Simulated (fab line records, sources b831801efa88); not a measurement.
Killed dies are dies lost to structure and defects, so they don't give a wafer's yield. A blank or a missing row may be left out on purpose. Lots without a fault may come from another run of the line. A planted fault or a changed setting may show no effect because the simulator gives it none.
Problem report in the 8D (eight disciplines) form, filled by code | flow gf180mcu | the parts of the form that need people (team, actions taken, sign-off) are left out

1. THE PROBLEM
run_length_s at GF_HV_LDD_CLEAN_51 reads a mean of 162 s on 6 wafers of 2 lots; wafers without a fault read 178 s with a standard deviation of 3.7. That is -4.3 standard deviations from the usual mean.
The step: cleans in SC1/SC2, time 150 s.
First seen on wafer L509.2, day 18 01:52, on wet_bench-04. The record holds 42 wafers of 14 lots with a number at this step. Rule for "out", or "out of limits": more than 4 standard deviations from the usual mean. The other wafers with a number count as sound.

2. WHAT IT IS AND WHAT IT IS NOT
question                    | is                     | is not
which readings at this step | run_length_s           | bath_heat_duty_pct
which lots                  | L509, L513             | L492, L493, L495, L496, L497, L498, L499, L501, L503, L504, L506, L515
which wafers of those lots  | all that have a number | -
read on which tools         | wet_bench-04           | wet_bench-01, wet_bench-02
when                        | from day 18 01:52      | up to then (33 sound wafers); but 3 sound wafers of L515 came after

3. SUSPECTS, AND WHAT RULES EACH OUT
Counting: a tool at a process step up to the reading stays a suspect if it ran every lot that is out and no sound lot after the first of them.
- wet_bench-04 at GF_HV_LDD_CLEAN_51 (cleans in SC1/SC2, time 150 s): kept. It ran every lot that is out, first L509 (day 18 01:52), and no sound lot after that; its last sound lot up to then is L506 (day 17 03:02). Its own readings are out on those wafers: run_length_s.
Left after counting: wet_bench-04 at GF_HV_LDD_CLEAN_51.

4. THE CAUSE (what the simulator had put in)
Process parameter drift: wet_bench-04, from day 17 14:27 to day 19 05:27, at GF_HV_LDD_CLEAN_51. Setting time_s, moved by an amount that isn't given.
Counting left only this tool.

5. THE CHAIN OF EFFECTS, in route order
Each row: a reading whose mean over the struck wafers that have a number lies more than 3 standard deviations from the usual. Only readings for which the record gives a usual standard deviation are gone through. hours: the time from each lot's start at the first step in this table that gives one to its start at this step, as a median over the lots. sigmas: the change in usual standard deviations.
hours | step               | reading      | usual | on struck wafers | change | sigmas
0     | GF_HV_LDD_CLEAN_51 | run_length_s | 178 s | 162              | -16    | -4.3
The process steps in it:
- GF_HV_LDD_CLEAN_51: cleans in SC1/SC2, time 150 s.
Later measuring or inspecting steps at which every struck wafer that the step has a row for has a number for every such reading, and none has moved that far: GF_PSD_OVL_MEAS_08.

6. WHAT WOULD HAVE CAUGHT IT SOONER
In this record the first reading out of limits was taken at day 18 01:52, 11 hours after the fault began at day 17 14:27.
